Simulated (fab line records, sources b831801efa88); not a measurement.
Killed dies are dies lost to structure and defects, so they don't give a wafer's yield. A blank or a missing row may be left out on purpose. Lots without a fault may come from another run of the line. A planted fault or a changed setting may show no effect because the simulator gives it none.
One fault seen from 2 desks | flow sky130 | each desk has only its own numbers; what lay behind them comes last

THE METROLOGY DESK
What the gauges read, lot by lot, whatever tool the lot ran on: means of the sampled wafers that have a number. A lot is out of limits, marked OUT, if its mean lies more than 4 standard deviations from the usual mean; the brackets give that distance.
Columns: A = METAL2_OVL at SKY_METAL2_OVL_MEAS_16, usual -2 nm; B = CAPM_TIN_RS at SKY_CAPM_RS_MEAS_03, usual 6.92 ohm/sq; C = CAPM_TIN_THK at SKY_CAPM_THK_MEAS_04, usual 201.1 nm
lot  | first seen here | A  | B               | C
L646 | day 35 06:48    | 0  | 6.96            | 200.9
L650 | day 36 13:11    | -1 | 6.95            | 201.0
L652 | day 37 12:42    | -0 | 6.95            | 200.5
L660 | day 39 10:54    | -6 | 7.21 (+5.0) OUT | 192.7 (-4.4) OUT
L661 | day 39 19:36    | -4 | 6.88            | 201.3
L662 | day 39 23:13    | 1  | 7.12            | 195.2
L663 | day 40 10:56    | 6  | 6.93            | 202.3
L666 | day 41 03:20    | -6 | 6.93            | 201.7
L667 | day 41 12:53    | -1 | 6.79            | 204.4
This desk's finding: out of limits on L660; first on L660, day 40 14:21 (CAPM_TIN_RS at SKY_CAPM_RS_MEAS_03). In limits: L646, L650, L652, L661, L662, L663, L666, L667.

THE TOOL OWNER'S DESK: pvd_sputter-02
The tool's own readings at SKY_CAPM_SPUTTER_02 (material TiN, target thk 200 nm, time 166.7 s): means of the sampled wafers that have a number, for each lot that ran on this tool. A lot is out of limits, marked OUT, if its mean lies more than 4 standard deviations from the usual mean; the brackets give that distance.
Columns: A = cathode_dc_power_W at SKY_CAPM_SPUTTER_02, usual 6500.0 W; B = chamber_pressure_pa at SKY_CAPM_SPUTTER_02, usual 0.4000 Pa; C = throttle_valve_pct at SKY_CAPM_SPUTTER_02, usual 30.3 %
lot  | first seen here | A                        | B      | C
L646 | day 36 12:29    | 6499.8                   | 0.3995 | 29.8
L652 | day 38 17:48    | 6500.0                   | 0.3998 | 29.9
L660 | day 40 14:12    | 6275.0 (-99 or more) OUT | 0.3999 | 29.9
L662 | day 41 02:28    | 6275.0 (-99 or more) OUT | 0.3985 | 31.2
This desk's finding: out of limits on L660, L662; first on L660, day 40 14:12 (cathode_dc_power_W at SKY_CAPM_SPUTTER_02). In limits: L646, L652.

PUT TOGETHER
The tool owner's desk could have raised an alarm at day 40 14:12, on L660, L662.
The metrology desk could have raised an alarm at day 40 14:21, on L660.
The metrology desk has L662 on record, within its limits.
Of the lots named, all ran SKY_CAPM_SPUTTER_02 on pvd_sputter-02.

WHAT THE SIMULATOR HAD PUT IN
Process parameter drift: pvd_sputter-02, from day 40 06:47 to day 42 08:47, at SKY_CAPM_SPUTTER_02. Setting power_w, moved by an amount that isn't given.
Lots struck among those shown: L660, L662.
Hours from the fault's start to each desk's first reading out of limits: the tool owner's desk, 7; the metrology desk, 8.
